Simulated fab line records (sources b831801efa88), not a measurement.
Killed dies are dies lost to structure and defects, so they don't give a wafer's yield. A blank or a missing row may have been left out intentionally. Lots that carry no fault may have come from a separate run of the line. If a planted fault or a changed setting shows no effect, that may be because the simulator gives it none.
Struck lot and sound lot, side by side + flow gf180mcu + 15 steps out of a route of 602
Sound: wafers L635.1, L635.3, L635.4. The struck wafers were L632.2, L632.4, L632.6. The cause comes at the end.
Per side, at each step with rows, come the tool, then ch with its chambers, and then its first start. Under that, the readings that differ: sound wafers + struck wafers + difference of the means + sigmas: that difference in standard deviations of wafers without a fault.
alike: a reading whose means differ by less than 2 such deviations, as well as words and numbers matching on both sides. not compared: withheld readings; readings where some wafer has no value; bounds like >300 that might hide an equal value; numbers whose values overlap and for which the record gives no deviation.
The two part at a step that has a row with sigmas, a row that says differs or no value, or rows on one side only. Numbers that don't overlap but have no deviation are shown without sigmas and don't part them. A reading missing from all wafers of one side parts the sides only when that side holds two or more wafers.

first, 6 steps without rows for these wafers: GF_PSD_HMDS_01 (prime time 60 s); GF_PSD_COAT_02 (resist thk 1000 nm); GF_PSD_SOFTBAKE_03 (time 60 s); GF_PSD_EXPOSE_04 (exposes mask Pplus, target cd 400 nm); GF_PSD_PEB_05; GF_PSD_DEVELOP_06 (develop time 60 s).
GF_PSD_CD_MEAS_07: target cd 400 nm.
  sound on cd_sem-01 at day 18 03:16; struck on cd_sem-02 at day 17 03:47
  alike: cd_nm
GF_PSD_OVL_MEAS_08:
  sound on overlay-01 at day 18 03:23; struck on overlay-01 at day 17 03:53
| reading      | sound       | struck         | difference | sigmas |
|--------------|-------------|----------------|------------|--------|
| PSD_OVL (nm) | 1.2 0.3 2.4 | -3.3 -3.1 -2.5 | -4.3       | -3     |
after that, 1 step had no rows for these wafers: GF_PSD_IMPLANT_09.
GF_PSD_STRIP_10: strips in O2/N2.
  sound on plasma_asher-03 ch 0,1, day 18 03:35; struck on plasma_asher-02 ch 0,1, day 17 04:04
| reading                     | sound       | struck      | difference | sigmas |
|-----------------------------|-------------|-------------|------------|--------|
| drypump_motor_current_A (A) | 4.9 4.9 5.4 | 6.0 6.5 6.5 | +1.3       | +2     |
| heater_power_w (W)          | 317 319 323 | 376 374 387 | +59        | +2     |
  alike: oes_product_au, strip_time_to_endpoint_s
  not compared: rf_hours_counter_h
GF_PSD_TW_MEAS_11:
  sound on film_metro-03 at day 18 03:41; struck on film_metro-03 at day 17 04:10
  alike: PSD_TW
then, 1 step without rows for these wafers: GF_PSD_CLEAN_12 (cleans in SC1/SC2, time 150 s).
GF_PSD_RTA_13: time 20 s.
  struck on rtp_anneal-01, day 17 04:17; sound on rtp_anneal-01 ch 0, day 18 03:48
  no value came back on the struck wafers for anneal_temp_c_max, chamber_o2_ppm, lamp_power_pct (%), wafer_temp_C_max; on the sound wafers anneal_temp_c_max reads 1028.8 1030.0 1029.8
GF_PSD_RS_MEAS_14: a four-point-probe measurement.
  sound on film_metro-03 at day 18 03:53; struck on film_metro-02 at day 17 04:23
| reading         | sound             | struck | difference                    | sigmas |
|-----------------|-------------------|--------|-------------------------------|--------|
| NSD_RS (ohm/sq) | 46.07 46.14 46.15 | - - -  | no value on the struck wafers |        |
GF_PSD_RS_MEAS_15: a four-point-probe measurement.
  sound on film_metro-03 at day 18 04:00; struck on film_metro-02 at day 17 04:30
| reading         | sound             | struck | difference                    | sigmas |
|-----------------|-------------------|--------|-------------------------------|--------|
| PSD_RS (ohm/sq) | 108.3 108.9 108.2 | - - -  | no value on the struck wafers |        |

## WHERE THEY PART
At GF_PSD_OVL_MEAS_08 first; at GF_PSD_RS_MEAS_15 last (within this record only).

WHY: the cause the simulator had injected
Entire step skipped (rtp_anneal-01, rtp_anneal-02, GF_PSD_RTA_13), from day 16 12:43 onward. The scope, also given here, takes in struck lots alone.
